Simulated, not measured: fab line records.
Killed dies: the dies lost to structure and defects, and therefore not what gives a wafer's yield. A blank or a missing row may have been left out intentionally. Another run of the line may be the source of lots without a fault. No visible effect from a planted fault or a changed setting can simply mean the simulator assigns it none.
Which tool is to blame? :: flow gf180mcu :: 14 lots with 42 wafers sampled at 3 steps, on a route of 602 steps

== WHAT THE GAUGES READ, wafer by wafer ==
GF_M1_CD_MEAS_14: target cd 230 nm.
lot: L283
measured: day 17 05:21
on: cdSem-02
cdNm (nm): 229.5 228.5 229.6

lot: L285
measured: day 18 02:20
on: cdSem-01
cdNm (nm): 231.7 229.7 230.0

lot: L286
measured: day 18 10:11
on: cdSem-02
cdNm (nm): 227.3 228.7 229.1

lot: L287
measured: day 18 16:43
on: cdSem-01
cdNm (nm): 231.6 230.5 231.0

lot: L289
measured: day 19 19:43
on: cdSem-01
cdNm (nm): 230.8 229.3 231.1

lot: L291
measured: day 20 10:19
on: cdSem-02
cdNm (nm): 230.6 230.0 231.6

lot: L292
measured: day 21 04:23
on: cdSem-02
cdNm (nm): 229.9 228.8 231.1

lot: L294
measured: day 21 20:33
on: cdSem-02
cdNm (nm): 229.6 230.2 230.5

lot: L295
measured: day 22 02:30
on: cdSem-01
cdNm (nm): 229.4 229.5 229.6

lot: L298
measured: day 23 01:08
on: cdSem-01
cdNm (nm): 228.7 229.3 230.7

lot: L300
measured: day 23 12:47
on: cdSem-02
cdNm (nm): 230.5 229.8 230.0

lot: L301
measured: day 23 22:41
on: cdSem-02
cdNm (nm): 230.5 230.4 228.9

lot: L303
measured: day 24 23:01
on: cdSem-02
cdNm (nm): 230.7 230.9 231.7

lot: L305
measured: day 25 08:55
on: cdSem-01
cdNm (nm): 229.7 230.8 230.1

== WHAT TOOL EACH LOT RAN ON (gives the tool, then ch and the chambers of the sampled wafers, and finally the start) ==
lot: L283
GF_CONTACT_SPUTTER_23: pvdSputter-04, day 16 06:13
GF_M1_SPUTTER_04: pvdSputter-03, day 16 07:01

lot: L285
GF_CONTACT_SPUTTER_23: pvdSputter-02, day 17 02:52
GF_M1_SPUTTER_04: pvdSputter-03, day 17 03:43

lot: L286
GF_CONTACT_SPUTTER_23: pvdSputter-02, day 17 09:55
GF_M1_SPUTTER_04: pvdSputter-01, day 17 10:43

lot: L287
GF_CONTACT_SPUTTER_23: pvdSputter-02, day 17 16:19
GF_M1_SPUTTER_04: pvdSputter-03, day 17 17:07

lot: L289
GF_CONTACT_SPUTTER_23: pvdSputter-02, day 18 18:25
GF_M1_SPUTTER_04: pvdSputter-02, day 18 19:13

lot: L291
GF_CONTACT_SPUTTER_23: pvdSputter-02, day 19 09:42
GF_M1_SPUTTER_04: pvdSputter-03, day 19 10:30

lot: L292
GF_CONTACT_SPUTTER_23: pvdSputter-04, day 20 03:25
GF_M1_SPUTTER_04: pvdSputter-01, day 20 04:16

lot: L294
GF_CONTACT_SPUTTER_23: pvdSputter-03, day 20 20:23
GF_M1_SPUTTER_04: pvdSputter-01, day 20 21:11

lot: L295
GF_CONTACT_SPUTTER_23: pvdSputter-04, day 21 01:52
GF_M1_SPUTTER_04: pvdSputter-02, day 21 02:40

lot: L298
GF_CONTACT_SPUTTER_23: pvdSputter-04, day 22 01:06
GF_M1_SPUTTER_04: pvdSputter-02, day 22 01:54

lot: L300
GF_CONTACT_SPUTTER_23: pvdSputter-03, day 22 13:37
GF_M1_SPUTTER_04: pvdSputter-02, day 22 14:25

lot: L301
GF_CONTACT_SPUTTER_23: pvdSputter-03, day 22 23:38
GF_M1_SPUTTER_04: pvdSputter-03, day 23 00:26

lot: L303
GF_CONTACT_SPUTTER_23: pvdSputter-03, day 24 00:42
GF_M1_SPUTTER_04: pvdSputter-03, day 24 01:30

lot: L305
GF_CONTACT_SPUTTER_23: pvdSputter-04, day 24 10:53
GF_M1_SPUTTER_04: pvdSputter-02, day 24 11:53
- GF_CONTACT_SPUTTER_23: material TiN, target thk 10 nm, time 40 s.
- GF_M1_SPUTTER_04: material TiN, target thk 50 nm, time 41.7 s.

== AS READ BY THE TOOLS THEMSELVES (means over the sampled wafers that have a number; for cases with no such wafer, the mark the record gives instead) ==
GF_CONTACT_SPUTTER_23.
lot: L283
tool: pvdSputter-04
throttleValvePct (%): 29.5

lot: L285
tool: pvdSputter-02
throttleValvePct (%): 30.0

lot: L286
tool: pvdSputter-02
throttleValvePct (%): 30.5

lot: L287
tool: pvdSputter-02
throttleValvePct (%): 30.0

lot: L289
tool: pvdSputter-02
throttleValvePct (%): 31.4

lot: L291
tool: pvdSputter-02
throttleValvePct (%): 30.5

lot: L292
tool: pvdSputter-04
throttleValvePct (%): 29.9

lot: L294
tool: pvdSputter-03
throttleValvePct (%): 30.3

lot: L295
tool: pvdSputter-04
throttleValvePct (%): 29.9

lot: L298
tool: pvdSputter-04
throttleValvePct (%): 29.6

lot: L300
tool: pvdSputter-03
throttleValvePct (%): 28.9

lot: L301
tool: pvdSputter-03
throttleValvePct (%): 30.2

lot: L303
tool: pvdSputter-03
throttleValvePct (%): 31.6

lot: L305
tool: pvdSputter-04
throttleValvePct (%): 30.1

GF_M1_SPUTTER_04.
lot: L283
tool: pvdSputter-03
throttleValvePct (%): 29.1

lot: L285
tool: pvdSputter-03
throttleValvePct (%): 29.5

lot: L286
tool: pvdSputter-01
throttleValvePct (%): 29.2

lot: L287
tool: pvdSputter-03
throttleValvePct (%): 30.5

lot: L289
tool: pvdSputter-02
throttleValvePct (%): 30.6

lot: L291
tool: pvdSputter-03
throttleValvePct (%): 30.4

lot: L292
tool: pvdSputter-01
throttleValvePct (%): 28.9

lot: L294
tool: pvdSputter-01
throttleValvePct (%): 29.8

lot: L295
tool: pvdSputter-02
throttleValvePct (%): 30.0

lot: L298
tool: pvdSputter-02
throttleValvePct (%): 29.6

lot: L300
tool: pvdSputter-02
throttleValvePct (%): 30.8

lot: L301
tool: pvdSputter-03
throttleValvePct (%): 30.4

lot: L303
tool: pvdSputter-03
throttleValvePct (%): 30.4

lot: L305
tool: pvdSputter-02
throttleValvePct (%): 30.7

== THE ANSWER, worked out from the rows above alone ==
Rule: the usual values come from the lots themselves. Put in order of their means at a reading, lots are off if they are a third of the lots or fewer, leave a main group of 4 or more, and stand apart from it by a gap of 3 or more times the standard deviation of the main group's means; of several such gaps the widest counts. The tables above print the reading to a certain number of digits; a main group whose means all agree to those digits is not used. A lot without any number at a reading at which 4 lots or more have one is off too. Any other lot the step has rows for is counted as sound. The gauges are gone through in route order, then the tools' own readings, and for those a lot's mean is taken as printed above. The first step at which some lot is off is used, and at that step the reading that is off furthest; a lot without a number counts as furthest.
Across all readings shown, no lot is off: no conclusion can be drawn from this.

== WHAT THE SIMULATOR HAD PUT IN ==
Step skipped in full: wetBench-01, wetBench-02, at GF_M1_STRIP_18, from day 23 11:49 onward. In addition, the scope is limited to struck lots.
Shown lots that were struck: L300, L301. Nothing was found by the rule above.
